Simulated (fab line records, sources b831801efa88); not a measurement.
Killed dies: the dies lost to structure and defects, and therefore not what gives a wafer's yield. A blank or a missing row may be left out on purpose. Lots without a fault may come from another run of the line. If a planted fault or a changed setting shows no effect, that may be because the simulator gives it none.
Which tool did it? ; flow gf180mcu ; Sampling: 24 lots, 72 wafers, 4 of 602 route steps

== WHAT EACH GAUGE READ, for each wafer ==
GF_MIM_THK_MEAS_06. Usual: MIM_CVD_05_THK typically reads 42.0 nm, with standard deviation 0.57.
lot;measured;on;MIM_CVD_05_THK (nm);flag
L074;day 25 02:46;filmMetro-02;41.5 41.1 42.3;
L075;day 25 03:30;filmMetro-02;42.2 41.7 41.8;
L076;day 25 08:52;filmMetro-03;41.5 41.6 42.5;
L077;day 25 14:15;filmMetro-01;41.6 41.4 42.1;
L078;day 25 19:39;filmMetro-03;42.2 42.5 42.4;
L079;day 26 15:07;filmMetro-03;41.3 42.2 41.4;
L080;day 27 01:11;filmMetro-03;41.6 41.5 42.3;
L081;day 27 01:45;filmMetro-01;40.9 41.8 42.2;
L082;day 27 03:59;filmMetro-02;41.8 42.3 42.3;
L083;day 27 15:16;filmMetro-03;40.8 41.8 41.4;
L084;day 28 07:17;filmMetro-02;41.7 43.0 42.7;
L085;day 28 15:29;filmMetro-01;40.7 42.0 42.0;
L086;day 28 15:54;filmMetro-03;42.0 42.8 43.6;
L087;day 28 20:17;filmMetro-01;42.5 42.2 42.8;
L088;day 29 00:15;filmMetro-03;42.4 42.6 42.7;
L090;day 29 22:28;filmMetro-02;41.8 41.7 42.5;
L089;day 29 23:35;filmMetro-03;42.2 41.9 42.6;
L091;day 30 07:41;filmMetro-03;41.8 42.1 41.7;
L092;day 30 09:44;filmMetro-02;41.3 41.5 42.8;
L093;day 30 14:52;filmMetro-02;41.7 42.7 41.5;
L094;day 30 22:02;filmMetro-02;41.5 41.6 41.6;
L095;day 31 00:48;filmMetro-03;41.5 41.0 42.2;
L096;day 31 06:04;filmMetro-01;42.4 41.1 42.8;
L097;day 31 11:30;filmMetro-02;42.0 41.4 42.5;

== TOOL THAT RAN EACH LOT (tool first, then ch and the chambers of the sampled wafers, then the start) ==
lot;GF_V1_SPUTTER_22;GF_V2_ETCH_17;GF_M4_SPUTTER_00
L074;pvdSputter-02, day 18 18:49;rieDiel-04 ch 0,2,3, day 23 03:07 or earlier;pvdSputter-03, day 23 03:07
L075;pvdSputter-02, day 18 19:20;rieDiel-02 ch 0,1,2, day 23 03:49 or earlier;pvdSputter-02, day 23 03:49
L076;pvdSputter-01, day 19 03:05;rieDiel-01 ch 0,1,3, day 23 08:31 or earlier;pvdSputter-03, day 23 08:31
L077;pvdSputter-04, day 19 10:02;rieDiel-02 ch 0,2,3, day 23 15:26 or earlier;pvdSputter-03, day 23 15:26
L078;pvdSputter-04, day 19 16:25;rieDiel-04 ch 0,1,2, day 23 20:01 or earlier;pvdSputter-02, day 23 20:01
L079;pvdSputter-01, day 20 13:11;rieDiel-01 ch 0,1, day 24 17:16 or earlier;pvdSputter-03, day 24 17:16
L080;pvdSputter-04, day 21 00:35;rieDiel-01 ch 2,3, day 25 03:55 or earlier;pvdSputter-02, day 25 03:55
L081;pvdSputter-01, day 21 02:23;rieDiel-02 ch 2,3, day 25 04:21 or earlier;pvdSputter-01, day 25 04:21
L082;pvdSputter-01, day 21 05:55;rieDiel-04 ch 0,1, day 25 06:49 or earlier;pvdSputter-02, day 25 06:49
L083;pvdSputter-04, day 21 17:37;rieDiel-04 ch 1,3, day 25 17:56 or earlier;pvdSputter-02, day 25 17:56
L084;pvdSputter-01, day 22 12:17;rieDiel-02 ch 0,3, day 26 11:06 or earlier;pvdSputter-03, day 26 11:06
L085;pvdSputter-04, day 22 19:05;rieDiel-01 ch 1,2, day 26 17:22 or earlier;pvdSputter-03, day 26 17:22
L086;pvdSputter-04, day 22 22:17;rieDiel-04 ch 0,1,2, day 26 20:45 or earlier;pvdSputter-02, day 26 20:45
L087;pvdSputter-02, day 23 04:37;rieDiel-01 ch 0,2, day 27 01:22 or earlier;pvdSputter-01, day 27 01:22
L088;pvdSputter-04, day 23 10:45;rieDiel-01 ch 1,2, day 27 06:00 or earlier;pvdSputter-01, day 27 06:00
L090;pvdSputter-02, day 24 09:55;rieDiel-04 ch 1,2,3, day 28 03:58 or earlier;pvdSputter-02, day 28 03:58
L089;pvdSputter-04, day 24 12:25;rieDiel-01 ch 1,3, day 28 05:19 or earlier;pvdSputter-03, day 28 05:19
L091;pvdSputter-04, day 24 21:56;rieDiel-04 ch 0,2,3, day 28 14:10 or earlier;pvdSputter-01, day 28 14:10
L092;pvdSputter-04, day 24 22:40;rieDiel-02 ch 0,1,2, day 28 16:26 or earlier;pvdSputter-03, day 28 16:26
L093;pvdSputter-02, day 25 05:49;rieDiel-01 ch 1,2,3, day 28 22:07 or earlier;pvdSputter-02, day 28 22:07
L094;pvdSputter-01, day 25 14:42;rieDiel-02 ch 1,2,3, day 29 04:48 or earlier;pvdSputter-03, day 29 04:48
L095;pvdSputter-01, day 25 19:08;rieDiel-01 ch 0,2,3, day 29 09:13 or earlier;pvdSputter-03, day 29 09:13
L096;pvdSputter-04, day 25 22:14;rieDiel-02 ch 0,2,3, day 29 13:43 or earlier;pvdSputter-03, day 29 13:43
L097;pvdSputter-04, day 26 06:52;rieDiel-02 ch 1,2,3, day 29 19:54 or earlier;pvdSputter-01, day 29 19:54
- GF_V1_SPUTTER_22: material TiN, target thk 10 nm, time 40 s.
- GF_V2_ETCH_17: etches SiO2 in C4F8/O2/Ar, stops on TiN, target depth 630 nm.
- GF_M4_SPUTTER_00: material Ti, target thk 37.5 nm, time 150 s.

== AS READ BY THE TOOLS THEMSELVES (means over the sampled wafers that have a number; for cases with no such wafer, the mark the record gives instead) ==
GF_V1_SPUTTER_22. Usual: throttleValvePct reads 30.2 % (standard deviation 0.89).
lot;tool;throttleValvePct (%);flag
L074;pvdSputter-02;29.8;
L075;pvdSputter-02;29.3;
L076;pvdSputter-01;30.5;
L077;pvdSputter-04;30.0;
L078;pvdSputter-04;29.5;
L079;pvdSputter-01;31.0;
L080;pvdSputter-04;30.1;
L081;pvdSputter-01;31.0;
L082;pvdSputter-01;31.1;
L083;pvdSputter-04;29.9;
L084;pvdSputter-01;30.8;
L085;pvdSputter-04;30.3;
L086;pvdSputter-04;30.7;
L087;pvdSputter-02;30.0;
L088;pvdSputter-04;30.5;
L090;pvdSputter-02;30.2;
L089;pvdSputter-04;31.0;
L091;pvdSputter-04;30.7;
L092;pvdSputter-04;30.6;
L093;pvdSputter-02;30.1;
L094;pvdSputter-01;30.8;
L095;pvdSputter-01;30.8;
L096;pvdSputter-04;30.4;
L097;pvdSputter-04;30.6;

GF_V2_ETCH_17. Usual: oesProductAu reads 0.856 a.u. (standard deviation 0.0046).
lot;tool;oesProductAu (a.u.);flag
L074;rieDiel-04;0.854;
L075;rieDiel-02;0.854;
L076;rieDiel-01;0.857;
L077;rieDiel-02;0.853;
L078;rieDiel-04;0.853;
L079;rieDiel-01;0.855;
L080;rieDiel-01;0.858;
L081;rieDiel-02;0.859;
L082;rieDiel-04;0.858;
L083;rieDiel-04;0.856;
L084;rieDiel-02;0.856;
L085;rieDiel-01;0.853;
L086;rieDiel-04;0.856;
L087;rieDiel-01;0.854;
L088;rieDiel-01;0.860;
L090;rieDiel-04;0.858;
L089;rieDiel-01;0.856;
L091;rieDiel-04;0.857;
L092;rieDiel-02;0.858;
L093;rieDiel-01;0.851;
L094;rieDiel-02;0.858;
L095;rieDiel-01;0.855;
L096;rieDiel-02;0.857;
L097;rieDiel-02;0.852;

GF_M4_SPUTTER_00. Usual: throttleValvePct reads 30.0 % (standard deviation 0.81).
lot;tool;throttleValvePct (%);flag
L074;pvdSputter-03;30.0;
L075;pvdSputter-02;29.8;
L076;pvdSputter-03;29.6;
L077;pvdSputter-03;30.1;
L078;pvdSputter-02;29.4;
L079;pvdSputter-03;29.2;
L080;pvdSputter-02;30.0;
L081;pvdSputter-01;30.3;
L082;pvdSputter-02;30.0;
L083;pvdSputter-02;29.9;
L084;pvdSputter-03;29.6;
L085;pvdSputter-03;30.3;
L086;pvdSputter-02;29.8;
L087;pvdSputter-01;30.8;
L088;pvdSputter-01;30.9;
L090;pvdSputter-02;29.5;
L089;pvdSputter-03;29.3;
L091;pvdSputter-01;30.6;
L092;pvdSputter-03;30.4;
L093;pvdSputter-02;29.3;
L094;pvdSputter-03;29.8;
L095;pvdSputter-03;29.6;
L096;pvdSputter-03;29.5;
L097;pvdSputter-01;30.6;

== THE ANSWER, worked out from the rows above alone ==
Rule: take the mean of a lot's wafers that have a number; if it is more than 3 standard deviations from the usual mean, the lot is off. Also off: a lot with no number at a reading for which 4 or more lots have one. The other lots that the step has rows for count as sound. Order of review: gauges by route order, followed by the tools' own readings, for which a lot's mean as printed above is used. At the first step where some lot is off, the reading lying furthest off is the one used; lots without a number count as furthest.
No lot is off on any of the readings shown, so nothing can be concluded from this.

== WHAT HAD BEEN PUT IN BY THE SIMULATOR ==
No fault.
